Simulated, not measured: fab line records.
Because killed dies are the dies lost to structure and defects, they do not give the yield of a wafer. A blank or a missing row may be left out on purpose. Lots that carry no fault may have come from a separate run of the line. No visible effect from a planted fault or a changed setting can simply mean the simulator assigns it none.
fab line records -- flow sfq_line
record: lots: 15, wafers: 45, last_day: 97
route steps=325 shown M2@99
lots that met no fault: from a run of the same line without faults
start_h: hours from the record's opening day to when the first of the lot's shown wafers began -- wait_h: hours since the lot's step before -- " identical to the entry in the row above -- L1.1+2: several wafers, shown together as one row -- - value missing, or start not given -- * or withheld: withheld -- < > ~ a bound
route shown NAME@n: names a module that has steps shown in the file, with the first one's number in the route -- usual: the fault-free wafers' mean and standard deviation -- same: alike in all rows -- chamber/n: place in a boat -- sites: the reading at each site -- _std_site: their standard deviation -- _edge_site: inner sites' mean taken away from outer sites' mean -- radius_mm: how far each site lies from the wafer's centre -- mask NAME#n: copy n -- behind: the tool/chamber that last shaped the wafer -- hold: reason for holding the lot/hours on hold/outcome of the hold -- device: whichever transistor did not switch (one of n, p or np) -- end of line: the same wafers' tests at the end of the route -- a step with no rows: only its recipe -- killed: not the wafer's yield, but the dies lost to structure and defects at the first sort -- map: per-die view of a wafer (x killed, . not killed, _ where there is no die)
set.NAME: the setting as run; set.NAME@STEP: as run at that earlier step -- model.NAME: the simulator's own value behind a step, which no gauge read
route steps across a sampled set of lots; one table per step, one row per wafer
services: from which hour (start_h, from the record's first day; less than 0 if before it) a tool's chamber was out of use, for how many hours, and why
== steps ==
step: SFQ_TRILAYER_M2_BARC_OPEN_METAL_ETCH_077
recipe: mask_material: PR, chemistry: O2, target_depth_nm: 125, target: BARC, icp_w: 600, bias_w: 80, pressure_mtorr: 10, time_s: 41.7
usual: chamber_pressure_mTorr: 10.001/0.018, drypump_motor_current_A: 5.7/0.5, oes_product_au: 0.685/0.0048, rf_fwd_power_W: 592/3.2
same: time_s: 41.7
lot.wafer,tool,chamber,start_h,wait_h,chamber_pressure_mTorr,drypump_motor_current_A,oes_product_au,rf_fwd_power_W,rf_hours_counter_h
L432.1,rie_metal-04,1,778.40,0.0,10.012,6.2,0.676,589,45
L432.2,rie_metal-04,0,778.40,0.0,9.995,5.5,0.689,595,127
L432.5,rie_metal-04,1,778.40,0.0,10.003,6.2,0.686,591,-
L433.1,rie_metal-03,0,785.80,0.0,9.991,5.5,0.683,589,17
L433.2,rie_metal-03,1,785.80,0.0,10.006,4.8,0.679,591,76
L433.5,rie_metal-03,0,785.80,0.0,10.001,5.6,0.676,588,-
L435.2,rie_metal-04,1,950.78,0.0,10.005,6.2,0.689,591,72
L435.3,rie_metal-04,0,950.78,0.0,9.995,5.6,0.689,597,-
L435.6,rie_metal-04,0,950.78,0.0,10.000,5.5,0.682,595,-
L436.3,rie_metal-03,1,969.63,0.0,9.991,4.9,0.683,594,-
L436.4,rie_metal-03,0,969.63,0.0,10.003,5.5,0.693,589,-
L436.6,rie_metal-03,0,969.63,0.0,10.005,5.6,0.678,589,-
L437.1,rie_metal-02,1,986.68,0.0,10.003,6.3,0.685,592,108
L437.4,rie_metal-02,1,986.68,0.0,10.008,6.3,0.696,595,-
L437.5,rie_metal-02,1,986.68,0.0,10.009,6.3,0.691,592,-
L438.1,rie_metal-03,1,1000.81,0.0,10.004,4.8,0.684,595,106
L438.3,rie_metal-03,0,1000.81,0.0,9.998,5.6,0.682,587,-
L438.6,rie_metal-03,0,1000.81,0.0,10.012,5.6,0.691,589,-
L439.3,rie_metal-04,1,1020.03,0.0,10.016,6.2,0.691,588,-
L439.4,rie_metal-04,0,1020.03,0.0,9.998,5.6,0.686,593,-
L439.6,rie_metal-04,1,1020.03,0.0,9.999,6.2,0.694,592,-
L440.3,rie_metal-04,1,1027.23,0.0,9.980,6.2,0.683,591,-
L440.4,rie_metal-04,0,1027.23,0.0,10.004,5.5,0.688,592,-
L440.5,rie_metal-04,0,1027.23,0.0,9.991,5.6,0.683,596,-
L445.3,rie_metal-04,0,1071.37,0.0,10.003,5.6,0.688,601,-
L445.4,rie_metal-04,1,1071.37,0.0,9.996,6.2,0.681,592,-
L445.5,rie_metal-04,0,1071.37,0.0,9.983,5.5,0.692,596,-
L448.3,rie_metal-03,0,1117.92,0.0,9.997,5.6,0.683,587,-
L448.5,rie_metal-03,0,1117.92,0.0,10.010,5.5,0.696,589,-
L448.6,rie_metal-03,1,1117.92,0.0,9.990,4.8,0.694,684,-
L449.3,rie_metal-03,0,1122.71,0.0,10.009,5.6,0.679,589,-
L449.4,rie_metal-03,1,1122.71,0.0,10.011,4.8,0.683,690,-
L449.5,rie_metal-03,1,1122.71,0.0,9.995,4.8,0.673,688,-
L450.1,rie_metal-03,0,1125.09,0.0,10.016,5.6,0.686,589,65
L450.3,rie_metal-03,0,1125.09,0.0,10.003,5.6,0.692,591,-
L450.4,rie_metal-03,1,1125.09,0.0,10.000,4.8,0.683,686,-
L451.2,rie_metal-02,0,1127.49,0.0,9.994,6.1,0.679,596,15
L451.5,rie_metal-02,1,1127.49,0.0,10.003,6.3,0.682,588,-
L451.6,rie_metal-02,0,1127.49,0.0,9.993,6.1,0.689,594,-
L453.2,rie_metal-04,0,1141.33,0.0,9.999,5.6,0.687,596,42
L453.3,rie_metal-04,0,1141.33,0.0,10.014,5.5,0.678,597,-
L453.4,rie_metal-04,1,1141.33,0.0,9.995,6.2,0.680,593,-
L455.1,rie_metal-04,0,1158.13,0.0,10.009,5.6,0.685,598,45
L455.4,rie_metal-04,1,1158.13,0.0,9.989,6.2,0.692,594,-
L455.6,rie_metal-04,1,1158.13,0.0,9.992,6.2,0.681,592,-
== services ==
tool,chamber,start_h,hours,kind
rie_metal-02,1,761.60,1.5,repair
rie_metal-04,1,789.71,1.1,repair
rie_metal-04,-,795.78,0.7,repair
rie_metal-04,0,814.97,-,clean
rie_metal-04,0,814.97,16.4,scheduled_down
rie_metal-04,0,814.97,16.4,vent_cycle
rie_metal-03,-,818.88,1.5,repair
rie_metal-02,-,932.28,0.6,repair
rie_metal-02,0,980.06,-,clean
rie_metal-02,0,980.06,-,consumable_replace:focus_ring
rie_metal-02,0,980.06,24.8,scheduled_down
rie_metal-02,0,980.06,24.8,vent_cycle
rie_metal-02,-,1077.44,1.4,pm
rie_metal-03,1,1130.12,-,clean
rie_metal-03,1,1130.12,-,consumable_replace:focus_ring
rie_metal-03,1,1130.12,28.7,scheduled_down
rie_metal-03,1,1130.12,28.7,vent_cycle
rie_metal-02,1,1149.74,-,clean
rie_metal-02,1,1149.74,-,consumable_replace:focus_ring
rie_metal-02,1,1149.74,17.0,scheduled_down
rie_metal-02,1,1149.74,17.0,vent_cycle
== key ==
first_sign: step: SFQ_TRILAYER_M2_BARC_OPEN_METAL_ETCH_077, reading: rf_fwd_power_W, direction: up, sigmas: 29, usual: 592, struck: 687
effect none on later readings
met_at SFQ_TRILAYER_M2_BARC_OPEN_METAL_ETCH_077
struck_lots L448,L449,L450
struck_wafers L448.6,L449.4,L449.5,L450.4
onset_between 1000.81 1117.92
fault: kind: process_parameter_drift, tool: rie_metal-03, chamber: 1, onset_h: 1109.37, steps: SFQ_TRILAYER_M2_BARC_OPEN_METAL_ETCH_077, channel: icp_w, offset: 96, shape: step, end_h: 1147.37, acts_in: these_recipes_only, stated: 600
